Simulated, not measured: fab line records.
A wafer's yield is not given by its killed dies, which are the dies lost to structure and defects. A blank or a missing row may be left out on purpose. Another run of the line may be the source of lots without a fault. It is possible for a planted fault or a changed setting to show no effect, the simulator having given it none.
fab line records ; flow sky130
record: lots: 14; wafers: 39; last_day: 50
route steps=708 shown VT_ADJUST_NCORE@126 SONOS_TUNNEL@160 SONOS_ONO@169 PAD_OPEN@708
lots that met no fault: from a run of the same line without faults
start_h: hours from the record's first day to the start of the lot's first wafer shown ; wait_h: hours since the lot's step before ; " repeats the value in the row above ; L1.1+2: a row that stands for several wafers ; - no value, or no start given ; * or withheld: withheld ; < > ~ a bound
route shown NAME@n: NAME is a module with steps in the file, n the number in the route of the first one ; usual: mean/standard deviation of fault-free wafers ; same: alike in all rows ; chamber/n: place in a boat ; sites: the reading at each site ; _std_site: how widely they spread, as a standard deviation ; _edge_site: inner sites' mean taken away from outer sites' mean ; radius_mm: how far each site lies from the wafer's centre ; mask NAME#n: copy n ; behind: the last tool/chamber to shape the wafer ; hold: reason for holding the lot/hours on hold/outcome of the hold ; device: transistor that didn't switch, given as n, p or np ; end of line: the route-end tests of the same wafers ; for a step that has no rows: nothing shown but its recipe ; killed: not the wafer's yield, but the dies lost to structure and defects at the first sort ; map: shows each die of a wafer: x if killed, . if not, _ if none is there
set.NAME: the setting the step ran with; set.NAME@STEP: the setting that earlier step ran with ; model.NAME: the simulator's own value behind a step, which no gauge read
one table for each step of the route and one row for each wafer, over a sample of lots
== steps ==
step: SKY_VT_ADJUST_NCORE_CD_MEAS_07
recipe: target_cd_nm: 380
usual: cd_nm: 379.7/2.3
lot.wafer;tool;chamber;start_h;wait_h;cd_nm
L992.1;cd_sem-02;-;181.00;0.1;377.7
L992.3;cd_sem-02;-;181.00;0.1;378.9
L992.5;cd_sem-02;-;181.00;0.1;379.7
L996.2;cd_sem-01;-;207.05;0.1;379.2
L996.3;cd_sem-01;-;207.05;0.1;379.4
L996.4;cd_sem-01;-;207.05;0.1;379.9
L998.2;cd_sem-02;-;222.60;0.1;374.7
L998.6;cd_sem-02;-;222.60;0.1;377.4
L999.2;cd_sem-02;-;229.72;0.1;381.6
L999.6;cd_sem-02;-;229.72;0.1;380.0
L100.3;cd_sem-02;-;236.24;0.1;381.1
L100.6;cd_sem-02;-;236.24;0.1;382.1
L102.1;cd_sem-02;-;251.69;0.1;376.1
L102.2;cd_sem-02;-;251.69;0.1;378.0
L102.4;cd_sem-02;-;251.69;0.1;377.2
L106.1;cd_sem-02;-;283.45;0.1;381.7
L106.4;cd_sem-02;-;283.45;0.1;380.7
L106.5;cd_sem-02;-;283.45;0.1;379.9
L107.3;cd_sem-02;-;289.28;0.1;378.7
L107.5;cd_sem-02;-;289.28;0.1;380.4
L107.6;cd_sem-02;-;289.28;0.1;380.8
L108.1;cd_sem-01;-;302.55;0.1;375.6
L108.2;cd_sem-01;-;302.55;0.1;378.0
L108.4;cd_sem-01;-;302.55;0.1;379.4
L110.1;cd_sem-01;-;311.59;0.1;382.7
L110.4;cd_sem-01;-;311.59;0.1;381.6
L110.6;cd_sem-01;-;311.59;0.1;383.3
L109.2;cd_sem-02;-;312.56;0.1;384.8
L109.3;cd_sem-02;-;312.56;0.1;383.4
L109.5;cd_sem-02;-;312.56;0.1;385.4
L111.1;cd_sem-01;-;324.42;0.1;378.2
L111.4;cd_sem-01;-;324.42;0.1;378.0
L111.6;cd_sem-01;-;324.42;0.1;375.4
L112.1;cd_sem-02;-;324.79;0.1;382.1
L112.3;cd_sem-02;-;324.79;0.1;380.2
L112.5;cd_sem-02;-;324.79;0.1;381.8
L113.2;cd_sem-02;-;330.37;0.1;376.0
L113.4;cd_sem-02;-;330.37;0.1;375.5
L113.5;cd_sem-02;-;330.37;0.1;376.9
step: SKY_VT_ADJUST_NCORE_OVL_MEAS_08
usual: VT_ADJUST_NCORE_OVL: -0.7/1.3
lot.wafer;tool;chamber;start_h;wait_h;VT_ADJUST_NCORE_OVL[nm]
L992.1;overlay-02;-;181.12;0.1;-0.7
L992.3;overlay-02;-;181.12;0.1;0.0
L992.5;overlay-02;-;181.12;0.1;1.7
L996.2;overlay-01;-;207.15;0.1;-0.4
L996.3;overlay-01;-;207.15;0.1;-1.8
L996.4;overlay-01;-;207.15;0.1;-0.9
L998.2;overlay-02;-;222.70;0.1;-0.9
L998.6;overlay-02;-;222.70;0.1;-1.1
L999.2;overlay-02;-;229.82;0.1;-1.7
L999.6;overlay-02;-;229.82;0.1;0.6
L100.3;overlay-01;-;236.33;0.1;-2.9
L100.6;overlay-01;-;236.33;0.1;-2.7
L102.1;overlay-02;-;251.81;0.1;-1.3
L102.2;overlay-02;-;251.81;0.1;-2.0
L102.4;overlay-02;-;251.81;0.1;-2.4
L106.1;overlay-01;-;283.57;0.1;2.0
L106.4;overlay-01;-;283.57;0.1;1.8
L106.5;overlay-01;-;283.57;0.1;0.7
L107.3;overlay-01;-;289.38;0.1;0.3
L107.5;overlay-01;-;289.38;0.1;-0.5
L107.6;overlay-01;-;289.38;0.1;-0.2
L108.1;overlay-01;-;302.67;0.1;-0.1
L108.2;overlay-01;-;302.67;0.1;1.8
L108.4;overlay-01;-;302.67;0.1;-2.2
L110.1;overlay-02;-;311.71;0.1;-0.7
L110.4;overlay-02;-;311.71;0.1;-1.8
L110.6;overlay-02;-;311.71;0.1;-0.6
L109.2;overlay-01;-;312.67;0.1;-0.7
L109.3;overlay-01;-;312.67;0.1;-1.1
L109.5;overlay-01;-;312.67;0.1;1.0
L111.1;overlay-02;-;324.54;0.1;-1.1
L111.4;overlay-02;-;324.54;0.1;0.5
L111.6;overlay-02;-;324.54;0.1;-2.4
L112.1;overlay-01;-;324.91;0.1;-0.4
L112.3;overlay-01;-;324.91;0.1;-1.9
L112.5;overlay-01;-;324.91;0.1;-1.0
L113.2;overlay-01;-;330.48;0.1;-1.7
L113.4;overlay-01;-;330.48;0.1;-1.0
L113.5;overlay-01;-;330.48;0.1;-2.5
step: SKY_SONOS_TUNNEL_DEVELOP_06
recipe: resist: NOVOLAK; developer: TMAH; develop_time_s: 60; dev_temp_c: 23
usual: developer_temp_C: 23.00/0.11
lot.wafer;tool;chamber;start_h;wait_h;developer_temp_C
L992.1;litho_track-02;0;248.78;0.1;22.91
L992.3;litho_track-02;0;248.78;0.1;23.14
L992.5;litho_track-02;0;248.78;0.1;23.10
L996.2;litho_track-03;0;276.66;0.1;22.84
L996.3;litho_track-03;0;276.66;0.1;22.87
L996.4;litho_track-03;0;276.66;0.1;22.94
L998.2;litho_track-03;0;292.36;0.1;22.90
L998.6;litho_track-03;0;292.36;0.1;22.74
L999.2;litho_track-03;0;299.11;0.1;23.13
L999.6;litho_track-03;0;299.11;0.1;23.11
L100.3;litho_track-03;0;305.08;0.1;22.99
L100.6;litho_track-03;0;305.08;0.1;22.98
L102.1;litho_track-02;0;321.27;0.1;23.04
L102.2;litho_track-02;0;321.27;0.1;23.10
L102.4;litho_track-02;0;321.27;0.1;23.14
L106.1;litho_track-02;0;356.27;0.1;23.16
L106.4;litho_track-02;0;356.27;0.1;23.26
L106.5;litho_track-02;0;356.27;0.1;23.30
L107.3;litho_track-02;0;365.02;0.1;22.97
L107.5;litho_track-02;0;365.02;0.1;22.89
L107.6;litho_track-02;0;365.02;0.1;22.96
L108.1;litho_track-02;0;381.77;0.1;23.01
L108.2;litho_track-02;0;381.77;0.1;22.96
L108.4;litho_track-02;0;381.77;0.1;22.80
L110.1;litho_track-02;0;394.32;0.1;23.04
L110.4;litho_track-02;0;394.32;0.1;23.10
L110.6;litho_track-02;0;394.32;0.1;22.97
L109.2;litho_track-03;0;395.61;0.1;22.92
L109.3;litho_track-03;0;395.61;0.1;22.85
L109.5;litho_track-03;0;395.61;0.1;22.90
L111.1;litho_track-03;0;407.83;0.1;22.96
L111.4;litho_track-03;0;407.83;0.1;22.95
L111.6;litho_track-03;0;407.83;0.1;22.86
L112.1;litho_track-03;0;408.13;0.1;22.95
L112.3;litho_track-03;0;408.13;0.1;22.89
L112.5;litho_track-03;0;408.13;0.1;23.02
L113.2;litho_track-02;0;414.20;0.1;23.14
L113.4;litho_track-02;0;414.20;0.1;23.02
L113.5;litho_track-02;0;414.20;0.1;23.06
step: SKY_SONOS_TUNNEL_CD_MEAS_07
recipe: target_cd_nm: 410
usual: cd_nm: 410.5/2.2
lot.wafer;tool;chamber;start_h;wait_h;cd_nm
L992.1;cd_sem-02;-;248.93;0.1;406.0
L992.3;cd_sem-02;-;248.93;0.1;409.5
L992.5;cd_sem-02;-;248.93;0.1;406.5
L996.2;cd_sem-02;-;276.80;0.1;408.3
L996.3;cd_sem-02;-;276.80;0.1;409.3
L996.4;cd_sem-02;-;276.80;0.1;407.2
L998.2;cd_sem-02;-;292.50;0.1;414.8
L998.6;cd_sem-02;-;292.50;0.1;306.8
L999.2;cd_sem-02;-;299.25;0.1;410.2
L999.6;cd_sem-02;-;299.25;0.1;304.9
L100.3;cd_sem-02;-;305.22;0.1;301.4
L100.6;cd_sem-02;-;305.22;0.1;304.3
L102.1;cd_sem-01;-;321.42;0.1;410.7
L102.2;cd_sem-01;-;321.42;0.1;408.7
L102.4;cd_sem-01;-;321.42;0.1;409.7
L106.1;cd_sem-02;-;356.42;0.1;409.6
L106.4;cd_sem-02;-;356.42;0.1;411.5
L106.5;cd_sem-02;-;356.42;0.1;410.1
L107.3;cd_sem-01;-;365.16;0.1;414.3
L107.5;cd_sem-01;-;365.16;0.1;412.8
L107.6;cd_sem-01;-;365.16;0.1;412.4
L108.1;cd_sem-02;-;381.92;0.1;415.1
L108.2;cd_sem-02;-;381.92;0.1;412.7
L108.4;cd_sem-02;-;381.92;0.1;414.8
L110.1;cd_sem-02;-;394.47;0.1;412.9
L110.4;cd_sem-02;-;394.47;0.1;411.8
L110.6;cd_sem-02;-;394.47;0.1;413.5
L109.2;cd_sem-01;-;395.75;0.1;409.8
L109.3;cd_sem-01;-;395.75;0.1;410.7
L109.5;cd_sem-01;-;395.75;0.1;412.1
L111.1;cd_sem-02;-;407.98;0.1;413.8
L111.4;cd_sem-02;-;407.98;0.1;414.4
L111.6;cd_sem-02;-;407.98;0.1;415.2
L112.1;cd_sem-01;-;408.28;0.1;410.1
L112.3;cd_sem-01;-;408.28;0.1;407.1
L112.5;cd_sem-01;-;408.28;0.1;408.9
L113.2;cd_sem-02;-;414.34;0.1;409.6
L113.4;cd_sem-02;-;414.34;0.1;409.7
L113.5;cd_sem-02;-;414.34;0.1;408.6
step: SKY_SONOS_ONO_THK_MEAS_01
recipe: reads: SiO2_of_SONOS_ONO_OXIDATION_00
usual: SONOS_ONO_OXIDATION_THK: 2.60/0.059
lot.wafer;tool;chamber;start_h;wait_h;SONOS_ONO_OXIDATION_THK[nm]
L992.1;film_metro-04;-;251.27;0.0;2.76
L992.3;film_metro-04;-;251.27;0.0;2.77
L992.5;film_metro-04;-;251.27;0.0;2.77
L996.2;film_metro-04;-;279.33;0.0;2.60
L996.3;film_metro-04;-;279.33;0.0;2.63
L996.4;film_metro-04;-;279.33;0.0;2.60
L998.2;film_metro-04;-;295.38;0.0;2.63
L998.6;film_metro-04;-;295.38;0.0;2.66
L999.2;film_metro-04;-;301.26;0.0;2.57
L999.6;film_metro-04;-;301.26;0.0;2.56
L100.3;film_metro-02;-;307.38;0.0;2.65
L100.6;film_metro-02;-;307.38;0.0;2.61
L102.1;film_metro-04;-;323.41;0.0;2.55
L102.2;film_metro-04;-;323.41;0.0;2.56
L102.4;film_metro-04;-;323.41;0.0;2.59
L106.1;film_metro-01;-;358.71;0.0;2.63
L106.4;film_metro-01;-;358.71;0.0;2.62
L106.5;film_metro-01;-;358.71;0.0;2.66
L107.3;film_metro-04;-;370.42;0.0;2.55
L107.5;film_metro-04;-;370.42;0.0;2.64
L107.6;film_metro-04;-;370.42;0.0;2.62
L108.1;film_metro-02;-;385.51;0.0;2.56
L108.2;film_metro-02;-;385.51;0.0;2.54
L108.4;film_metro-02;-;385.51;0.0;2.57
L110.1;film_metro-01;-;396.84;0.0;2.58
L110.4;film_metro-01;-;396.84;0.0;2.57
L110.6;film_metro-01;-;396.84;0.0;2.59
L109.2;film_metro-02;-;397.99;0.0;2.51
L109.3;film_metro-02;-;397.99;0.0;2.53
L109.5;film_metro-02;-;397.99;0.0;2.53
L111.1;film_metro-01;-;409.98;0.0;2.61
L111.4;film_metro-01;-;409.98;0.0;2.65
L111.6;film_metro-01;-;409.98;0.0;2.63
L112.1;film_metro-04;-;410.28;0.0;2.63
L112.3;film_metro-04;-;410.28;0.0;2.56
L112.5;film_metro-04;-;410.28;0.0;2.61
L113.2;film_metro-01;-;416.32;0.0;2.66
L113.4;film_metro-01;-;416.32;0.0;2.62
L113.5;film_metro-01;-;416.32;0.0;2.56
step: SKY_PAD_OPEN_PROBE_99
usual: killed_at_M0_to_M3: 43/7; killed_at_M4_up: 3.4/1.9; killed_at_contacts: 24/5.4; killed_at_front_end: 15/4.4; killed_at_other: 0.4/0.63; killed_dies: 86/9.1; killed_open: 46/6.6; killed_short: 39/6.6
same: gross_dies: 492; killed_at_back_side: 0
lot.wafer;tool;chamber;start_h;wait_h;killed_at_M0_to_M3;killed_at_M4_up;killed_at_contacts;killed_at_front_end;killed_at_other;killed_dies;killed_open;killed_short
L106.1;prober-01;-;1153.27;0.1;51;3;16;16;0;86;47;39
L106.4;prober-01;-;1153.42;0.2;43;2;28;12;0;85;47;38
L106.5;prober-01;-;1153.47;0.2;59;5;21;16;0;101;54;47
killed by level:class
L106.1 VIA1:geometric_particle:open=12 VIA2:geometric_particle:open=11 VIA1:geometric_particle:short=7 LI_CONTACT:geometric_particle:open=5 CONTACT:geometric_particle:open=5 VIA2:geometric_particle:short=5 FIELD_ISO:geometric_particle:open=4 FIELD_ISO:geometric_particle:short=3
L106.4 VIA1:geometric_particle:open=11 CONTACT:geometric_particle:open=10 LI_CONTACT:geometric_particle:open=7 LOCAL_INTERCONNECT:geometric_particle:short=6 METAL2:geometric_particle:short=6 VIA1:geometric_particle:short=5 LI_CONTACT:geometric_particle:short=4 METAL1:geometric_particle:short=4
L106.5 VIA1:geometric_particle:open=12 CONTACT:geometric_particle:open=9 VIA2:geometric_particle:open=9 VIA3:geometric_particle:open=8 FIELD_ISO:geometric_particle:short=7 METAL2:geometric_particle:short=7 VIA2:geometric_particle:short=6 LI_CONTACT:geometric_particle:open=5
== key ==
first_sign: step: SKY_SONOS_TUNNEL_CD_MEAS_07; reading: cd_nm; direction: down; sigmas: 49; usual: 410.5; struck: 304.3
effect none on later readings
met_at SKY_SONOS_TUNNEL_DEVELOP_06
struck_lots L998,L999,L100
struck_wafers L998.6,L999.6,L100.3,L100.6
tester_left_out L998,L999,L100
not_acting_at SKY_VT_ADJUST_NCORE_CD_MEAS_07,SKY_VT_ADJUST_NCORE_OVL_MEAS_08,SKY_SONOS_ONO_THK_MEAS_01
onset_between 276.66 292.36
fault: kind: process_parameter_drift; tool: litho_track-03; chamber: -; onset_h: 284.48; steps: SKY_SONOS_TUNNEL_DEVELOP_06; channel: develop_time_s; offset: *; shape: step; end_h: 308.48; scope: struck_wafers_only; acts_in: *; stated: *
tester_left_out: of these lots the tester's yield and bins aren't shown, on N5 and GAA mostly nor the transistor test; their killed dies are dies lost to structure and defects alone, not to doping, threshold or leakage, so they don't give the yield
